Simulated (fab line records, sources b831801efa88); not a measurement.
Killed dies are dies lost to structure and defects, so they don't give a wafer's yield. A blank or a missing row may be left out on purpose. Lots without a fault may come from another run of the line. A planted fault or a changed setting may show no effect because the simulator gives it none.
fab line records | flow sfq_line
record lots=13 wafers=39 last_day=88
route steps=325 shown I0@45 M1@71 M2@101 I2@104
lots that met no fault: from a run of the same line without faults
start_h: hours from the record's first day to the start of the lot's first wafer shown | wait_h: hours since the lot's step before | " the same as in the row above | L1.1+2: a row that stands for several wafers | - no value, or no start given | * or withheld: withheld | < > ~ a bound
route shown NAME@n: a module of which the file shows steps, and the number in the route of the first | usual: mean/standard deviation of fault-free wafers | same: alike in all rows | chamber/n: place in a boat | sites: the reading at each site | _std_site: their standard deviation | _edge_site: outer sites' mean less inner sites' | radius_mm: how far each site lies from the wafer's centre | mask NAME#n: copy n | behind: the tool/chamber that last shaped the wafer | hold: why the lot was held/for how many hours/how that ended | device: the transistor (n, p or np) that didn't switch | end of line: the same wafers' tests at the end of the route | a step without rows: its recipe alone | killed: dies lost to structure and defects at the first sort, not the wafer's yield | map: a wafer's dies, x killed, . not, _ none there
set.NAME: the setting as run; set.NAME@STEP: as run at that earlier step | model.NAME: the simulator's own value behind a step, which no gauge read
steps of the route over a sample of lots; a table a step, a row a wafer
services: from which hour (start_h, from the record's first day; less than 0 if before it) a tool's chamber was out of use, for how many hours, and why
## steps
# step SFQ_I0_BOW_MEAS_907
# recipe mode=bow
# usual I0_BOW=1/6.1
# columns lot.wafer tool chamber start_h wait_h I0_BOW[um]
L680.1 film_metro-01 - 268.26 2.5 -9
L680.4 " - " " 0
L680.5 " - " " 0
L686.1 film_metro-01 - 326.66 1.5 9
L686.3 " - " " -2
L686.5 " - " " -2
L687.1 film_metro-04 - 340.97 1.0 6
L687.2 " - " " -4
L687.6 " - " " 2
L689.3 film_metro-04 - 356.35 2.5 0
L689.4 " - " " -7
L689.6 " - " " 1
L690.1 film_metro-02 - 359.68 2.0 0
L690.5 " - " " -3
L690.6 " - " " 5
L691.3 film_metro-01 - 367.96 2.0 -1
L691.4 " - " " -2
L691.6 " - " " -5
L692.4 film_metro-01 - 376.38 2.1 -6
L692.5 " - " " -2
L692.6 " - " " 3
L695.1 film_metro-04 - 400.20 2.0 7
L695.2 " - " " -15
L695.4 " - " " -6
L696.2 film_metro-04 - 405.60 2.0 5
L696.5 " - " " 4
L696.6 " - " " -3
L698.2 film_metro-02 - 436.38 1.5 -4
L698.3 " - " " 4
L698.6 " - " " 4
L699.3 film_metro-04 - 442.40 1.0 4
L699.5 " - " " -3
L699.6 " - " " -1
L701.2 film_metro-01 - 454.61 1.0 -2
L701.3 " - " " 6
L701.6 " - " " 8
L703.1 film_metro-02 - 481.98 1.5 1
L703.2 " - " " 13
L703.5 " - " " -2
# step SFQ_TRILAYER_M1_STRIP_STRIP_043
# recipe gas=O2 power_w=200 platen_temp_c=40 overash_fraction=0.65 chemistry=O2 pressure_mtorr=50
# usual drypump_motor_current_A=5.93/0.29 oes_product_au=1.002/0.0096
# columns lot.wafer tool chamber start_h wait_h drypump_motor_current_A oes_product_au rf_hours_counter_h
L680.1 rie_metal-03 1 549.38 0.2 6.01 1.006 74
L680.4 " 1 " " 6.02 1.011 -
L680.5 " 1 " " 6.01 1.006 -
L686.1 rie_metal-01 1 614.60 0.1 5.61 1.012 104
L686.3 " 1 " " 5.62 1.009 -
L686.5 " 0 " " 5.59 0.993 -
L687.1 rie_metal-03 0 629.52 0.1 6.43 0.988 11
L687.2 " 1 " " 6.02 1.006 88
L687.6 " 0 " " 6.45 0.997 -
L689.3 rie_metal-04 0 642.52 0.2 5.78 1.014 -
L689.4 " 1 " " 5.92 1.002 -
L689.6 " 0 " " 5.79 1.006 -
L690.1 rie_metal-04 0 647.12 0.1 5.78 1.001 109
L690.5 " 0 " " 5.77 0.996 -
L690.6 " 1 " " 5.89 1.008 -
L691.3 rie_metal-04 0 655.72 0.2 5.81 0.991 -
L691.4 " 1 " " 5.92 1.009 -
L691.6 " 1 " " 5.94 1.004 -
L692.4 rie_metal-03 0 665.32 0.2 6.45 0.999 -
L692.5 " 1 " " 6.01 1.007 -
L692.6 " 0 " " 6.44 0.994 -
L695.1 rie_metal-01 0 691.98 0.1 5.59 0.995 28
L695.2 " 1 " " 5.61 1.005 116
L695.4 " 0 " " 5.60 0.993 -
L696.2 rie_metal-03 1 696.78 0.1 6.03 1.005 96
L696.5 " 0 " " 6.43 0.995 -
L696.6 " 1 " " 6.00 0.998 -
L698.2 rie_metal-04 1 726.90 0.1 5.93 1.012 109
L698.3 " 1 " " 5.92 1.011 -
L698.6 " 0 " " 5.78 1.005 -
L699.3 rie_metal-03 0 736.70 0.2 6.45 0.982 -
L699.5 " 0 " " 6.35 0.987 -
L699.6 " 1 " " 6.03 0.994 -
L701.2 rie_metal-03 0 755.70 0.1 6.46 0.983 27
L701.3 " 1 " " 6.03 0.996 -
L701.6 " 0 " " 6.51 0.996 -
L703.1 rie_metal-03 0 779.70 0.1 6.47 0.985 30
L703.2 " 1 " " 6.01 1.026 101
L703.5 " 0 " " 6.46 0.990 -
# step SFQ_TRILAYER_M2_STRIP_STRIP_061
# recipe gas=O2 power_w=200 platen_temp_c=40 overash_fraction=0.65 chemistry=O2 pressure_mtorr=50
# usual drypump_motor_current_A=5.69/0.18 oes_product_au=1.000/0.0084
# columns lot.wafer tool chamber start_h wait_h drypump_motor_current_A oes_product_au rf_hours_counter_h
L680.1 rie_metal-04 0 694.38 0.1 5.79 1.004 116
L680.4 " 1 " " 5.90 1.005 -
L680.5 " 0 " " 5.79 0.998 -
L686.1 rie_metal-01 1 778.50 0.1 5.62 0.996 127
L686.3 " 1 " " 5.62 0.979 -
L686.5 " 0 " " 5.58 1.001 -
L687.1 rie_metal-04 0 792.87 0.1 5.79 1.001 129
L687.2 " 1 " " 5.92 1.015 117
L687.6 " 0 " " 5.77 1.003 -
L689.3 rie_metal-04 1 807.51 0.2 5.92 1.018 -
L689.4 " 0 " " 5.77 1.002 -
L689.6 " 1 " " 5.91 1.004 -
L690.1 rie_metal-02 1 810.91 0.1 5.41 0.999 54
L690.5 " 1 " " 5.39 0.999 -
L690.6 " 0 " " 5.74 0.993 -
L691.3 rie_metal-02 1 814.56 0.2 5.38 0.998 -
L691.4 " 0 " " 5.75 0.995 -
L691.6 " 1 " " 5.41 0.997 -
L692.4 rie_metal-04 1 820.62 0.2 5.94 0.998 -
L692.5 " 0 " " 5.79 0.994 -
L692.6 " 1 " " 5.94 0.998 -
L695.1 rie_metal-04 1 851.96 0.2 5.93 1.001 128
L695.2 " 1 " " 5.92 1.007 -
L695.4 " 1 " " 5.93 1.015 -
L696.2 rie_metal-02 1 858.98 0.1 5.38 1.010 60
L696.5 " 1 " " 5.35 0.987 -
L696.6 " 0 " " 5.76 0.999 -
L698.2 rie_metal-04 0 1037.45 0.1 5.78 1.000 24
L698.3 " 0 " " 5.80 1.005 -
L698.6 " 1 " " 5.91 0.997 -
L699.3 rie_metal-02 0 1049.65 0.2 5.70 0.996 -
L699.5 " 1 " " 5.39 1.003 -
L699.6 " 0 " " 5.74 0.992 -
L701.2 rie_metal-04 0 1067.45 0.1 5.77 0.989 28
L701.3 " 0 " " 5.78 0.980 -
L701.6 " 0 " " 5.78 0.983 -
L703.1 rie_metal-02 0 1087.95 0.1 5.73 0.987 40
L703.2 " 1 " " 5.39 1.000 85
L703.5 " 0 " " 5.71 0.986 -
# step SFQ_TRILAYER_I2_CMP_CMP_064
# recipe material=SiO2 down_force_psi=3 platen_rpm=60 pad_velocity_m_s=0.94248
# usual edge_zone_pressure_frac=0.999/0.0048 motor_current_A=10.1/1 slurry_filter_dp_kPa=13.50/0.13 time_to_endpoint_s=218/6.7
# columns lot.wafer tool chamber start_h wait_h edge_zone_pressure_frac motor_current_A slurry_filter_dp_kPa time_to_endpoint_s
L680.1 cmp-02 1 699.83 4.6 0.992 9.8 13.66 208
L680.4 " 2 " " 0.997 10.9 13.38 222
L680.5 " 3 " " 0.989 9.0 13.41 220
L686.3 cmp-02 2 780.60 1.3 0.993 10.1 13.42 212
L686.1 " 0 781.60 2.3 0.998 9.3 13.46 220
L686.5 " 2 782.60 3.2 0.997 10.4 13.44 229
L687.2 cmp-01 0 793.73 0.0 0.992 11.4 13.43 214
L687.1 " 2 794.73 1.0 0.996 10.3 13.73 213
L687.6 " 0 795.73 2.0 0.995 11.2 13.32 222
L689.3 cmp-02 2 808.76 0.6 0.995 10.3 13.44 217
L689.4 " 1 810.26 2.1 0.999 10.0 13.66 213
L689.6 " 3 811.26 3.1 0.998 9.0 13.42 220
L690.1 cmp-01 0 815.26 3.5 0.997 11.5 13.42 217
L690.6 " 3 816.76 5.0 1.003 12.1 13.62 221
L690.5 " 0 " " 0.993 11.3 13.66 211
L691.3 cmp-02 0 817.76 2.6 1.002 9.5 13.53 216
L691.4 " 2 818.76 3.6 1.004 10.2 13.62 215
L691.6 " 0 819.76 4.6 0.996 9.3 13.61 221
L692.4 cmp-02 2 824.76 3.5 1.003 10.3 13.57 229
L692.6 " 0 825.76 4.5 0.989 9.9 13.37 230
L692.5 " 1 " " 1.001 10.2 13.42 223
L695.4 cmp-01 0 853.42 0.0 1.004 11.3 13.58 223
L695.2 " 1 " " 1.001 8.7 13.43 215
L695.1 " 2 " " 1.001 10.0 13.45 221
L696.2 cmp-02 3 863.47 3.7 1.001 9.1 13.54 213
L696.5 " 0 " " 1.010 9.4 13.56 259
L696.6 " 1 " " 0.992 10.6 13.40 248
L698.3 cmp-02 0 1038.81 0.5 0.997 9.7 13.43 203
L698.2 " 1 " " 0.989 10.0 13.50 210
L698.6 " 0 1040.81 2.5 1.007 10.1 13.51 215
L699.3 cmp-01 3 1050.91 0.6 0.992 11.5 13.73 207
L699.6 " 3 1052.91 2.6 0.996 11.2 13.68 215
L699.5 " 0 " " 1.003 11.2 13.36 210
L701.3 cmp-01 1 1070.02 1.8 1.004 8.4 13.36 210
L701.2 " 3 1071.02 2.8 1.005 11.5 13.30 214
L701.6 " 0 " " 0.998 11.6 13.56 225
L703.1 cmp-01 1 1089.41 0.6 0.999 8.8 13.60 212
L703.2 " 3 1090.41 1.6 1.003 11.7 13.46 216
L703.5 " 0 " " 1.001 10.8 13.31 219
# step SFQ_TRILAYER_I2_METRO_MEASURE_065
# usual thk_nm=199.9/0.86
# columns lot.wafer tool chamber start_h wait_h thk_nm
L680.1 film_metro-02 - 701.95 0.1 199.5
L680.4 " - " " 198.7
L680.5 " - " " 199.4
L686.1 film_metro-04 - 783.72 0.1 201.1
L686.3 " - " " 200.1
L686.5 " - " " 201.0
L687.1 film_metro-04 - 796.85 0.1 201.5
L687.2 " - " " 200.1
L687.6 " - " " 199.5
L689.3 film_metro-01 - 812.28 0.5 200.1
L689.4 " - " " 199.4
L689.6 " - " " 199.4
L690.1 film_metro-04 - 817.88 0.1 199.6
L690.5 " - " " 199.9
L690.6 " - " " 199.6
L691.3 film_metro-04 - 821.28 0.5 199.3
L691.4 " - " " 200.2
L691.6 " - " " 200.2
L692.4 film_metro-01 - 827.48 0.6 201.7
L692.5 " - " " 200.0
L692.6 " - " " 201.5
L695.1 film_metro-04 - 856.54 0.1 199.5
L695.2 " - " " 198.0
L695.4 " - " " 199.4
L696.2 film_metro-01 - 865.29 0.3 199.9
L696.5 " - " " 151.3
L696.6 " - " " 150.0
L698.2 film_metro-01 - 1041.63 0.3 199.2
L698.3 " - " " 199.7
L698.6 " - " " 201.7
L699.3 film_metro-04 - 1054.43 0.5 199.0
L699.5 " - " " 198.2
L699.6 " - " " 199.5
L701.2 film_metro-02 - 1072.84 0.3 200.3
L701.3 " - " " 199.5
L701.6 " - " " 199.6
L703.1 film_metro-02 - 1092.03 0.1 199.2
L703.2 " - " " 200.4
L703.5 " - " " 198.5
# step SFQ_TRILAYER_I2_VIA_ETCH_VIA_ETCH_070
# recipe target=SiO2 stop_on=Nb mask_material=PR taper_deg=20 chemistry=CHF3 target_depth_nm=260 source_w=500 bias_w=80 pressure_mtorr=30 time_s=withheld
# usual drypump_motor_current_A=5.7/0.6 oes_product_au=0.854/0.0046
# columns lot.wafer tool chamber start_h wait_h drypump_motor_current_A oes_product_au
L680.1 rie_diel-02 2 850.52 0.0 5.3 0.851
L680.4 " 3 " " 5.7 0.844
L680.5 " 2 " " 5.3 0.851
L686.1 rie_diel-04 0 935.95 0.0 5.4 0.859
L686.3 " 2 " " 5.5 0.858
L686.5 " 1 " " 5.3 0.853
L687.1 rie_diel-02 1 948.38 0.0 5.2 0.859
L687.2 " 3 " " 5.7 0.860
L687.6 " 2 " " 5.3 0.848
L689.3 rie_diel-01 3 960.38 0.0 6.7 0.861
L689.4 " 0 " " 5.3 0.862
L689.6 " 1 " " 4.8 0.857
L690.1 rie_diel-01 2 965.18 0.0 6.7 0.856
L690.5 " 3 " " 6.7 0.852
L690.6 " 2 " " 6.7 0.862
L691.3 rie_diel-04 2 969.98 0.0 5.5 0.861
L691.4 " 3 " " 6.7 0.861
L691.6 " 3 " " 6.6 0.849
L692.4 rie_diel-01 0 978.38 0.0 5.3 0.856
L692.5 " 3 " " 6.8 0.853
L692.6 " 2 " " 6.8 0.856
L695.1 rie_diel-04 0 1008.51 0.0 5.3 0.852
L695.2 " 2 " " 5.5 0.853
L695.4 " 3 " " 6.6 0.852
L696.2 rie_diel-04 1 1014.51 0.0 5.3 0.856
L696.5 " 1 " " 5.3 0.735
L696.6 " 2 " " 5.5 0.742
L698.2 rie_diel-04 0 1161.13 0.0 5.4 0.854
L698.3 " 3 " " 6.6 0.856
L698.6 " 3 " " 6.6 0.851
L699.3 rie_diel-04 0 1169.58 0.0 5.3 0.847
L699.5 " 2 " " 5.5 0.850
L699.6 " 3 " " 6.6 0.847
L701.2 rie_diel-02 1 1182.78 0.0 5.2 0.854
L701.3 " 2 " " 5.3 0.855
L701.6 " 3 " " 5.7 0.853
L703.1 rie_diel-02 0 1188.78 0.0 5.9 0.855
L703.2 " 1 " " 5.2 0.856
L703.5 " 2 " " 5.3 0.846
## services
# columns tool chamber start_h hours kind
cmp-02 - 585.17 2.7 repair
cmp-02 - 597.60 1.5 repair
rie_metal-04 - 623.98 1.4 pm
cmp-02 - 640.68 3.5 repair
cmp-02 - 657.18 0.5 repair
rie_metal-03 1 698.95 24.6 repair
cmp-02 - 749.37 4.0 pm
cmp-02 - 787.28 0.3 repair
rie_metal-04 0 793.62 7.3 repair
rie_metal-04 - 828.27 1.7 repair
rie_metal-04 1 861.26 5.8 repair
cmp-02 - 868.56 3.3 repair
cmp-02 - 888.24 3.4 pm
cmp-02 - 891.61 11.8 pm
cmp-02 - 908.17 0.7 repair
rie_metal-04 - 915.31 2.8 pm
rie_metal-03 - 966.01 0.3 repair
cmp-02 - 1021.76 1.0 repair
cmp-02 - 1030.81 1.3 repair
rie_metal-03 1 1048.59 3.9 repair
cmp-02 - 1057.21 5.3 repair
rie_metal-04 1 1059.76 7.1 repair
rie_metal-04 - 1082.37 1.4 repair
cmp-02 - 1089.42 4.0 pm
## key
first_sign step=SFQ_TRILAYER_I2_CMP_CMP_064 reading=time_to_endpoint_s direction=up sigmas=5.3 usual=* struck=*
effect step=SFQ_TRILAYER_I2_METRO_MEASURE_065 reading=thk_nm direction=down sigmas=58 usual=199.9 struck=150.7
effect step=SFQ_TRILAYER_I2_VIA_ETCH_VIA_ETCH_070 reading=oes_product_au direction=down sigmas=25 usual=0.854 struck=0.738
met_at SFQ_TRILAYER_I2_CMP_CMP_064
struck_lots L696
struck_wafers L696.5,L696.6
not_acting_at SFQ_I0_BOW_MEAS_907,SFQ_TRILAYER_M1_STRIP_STRIP_043,SFQ_TRILAYER_M2_STRIP_STRIP_061
onset_between 824.76 863.47
fault kind=process_parameter_drift tool=cmp-02 chamber=- onset_h=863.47 steps=SFQ_TRILAYER_I2_CMP_CMP_064 channel=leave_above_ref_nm offset=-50 shape=step end_h=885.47 scope=struck_wafers_only acts_in=these_recipes_only stated=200
